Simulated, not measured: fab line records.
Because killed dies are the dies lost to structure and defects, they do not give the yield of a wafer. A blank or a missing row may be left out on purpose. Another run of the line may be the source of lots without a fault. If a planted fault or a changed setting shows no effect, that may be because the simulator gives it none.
Matching of chambers | flow sky130 | 3 sister chambers for SKY_CONTACT_CVD_00 on pecvd-03
The step deposits Si3N4, target thk 75 nm. 6 wafers are shown with their chamber, then 7 later ones without.

== WAFERS, EACH WITH ITS CHAMBER ==
wafer  | chamber | heater_power_outer_w (W) | heater_power_w (W)
L396.5 | 2       | 279                      | 565
L396.6 | 1       | 439                      | 760
L400.1 | 2       | 247                      | 531
L400.2 | 1       | 433                      | 758
L401.1 | 0       | 359                      | 686
L401.5 | 0       | 378                      | 678

== WAFERS WHOSE CHAMBER IS MISSING ==
wafer  | heater_power_outer_w (W) | heater_power_w (W)
L401.6 | 301                      | 593
L402.2 | 309                      | 607
L402.3 | 332                      | 616
L402.4 | 339                      | 627
L404.1 | 329                      | 642
L404.3 | 310                      | 594
L404.6 | 313                      | 597

== CHAMBER TAKEN BY EACH ==
wafer  | from the rows above     | in truth
L401.6 | 2                       | 2
L402.2 | can't be placed: 2 or 0 | 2
L402.3 | can't be placed: 0 or 2 | 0
L402.4 | 0                       | 0
L404.1 | 0                       | 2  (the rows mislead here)
L404.3 | 2                       | 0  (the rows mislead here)
L404.6 | 2                       | 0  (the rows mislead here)
Correct placement for 2 of the 7. From these rows, 2 cannot be placed; in 2 the true chamber is one of the candidates. Wrongly placed: 3.
How it was worked out, from the rows above alone: a wafer's distance from a chamber is the root of the sum, over the readings, of the square of ((its reading less the chamber's mean) divided by the reading's scatter). The wafer belongs to the nearest chamber; if the next one is less than 2 further off, it can't be placed. For every chamber, the mean is computed from those of its wafers that are shown. How the scatter is found: for the shown wafers, subtract from each reading the mean of its chamber, square and add these, divide the total by (wafers less chambers), then take the root.
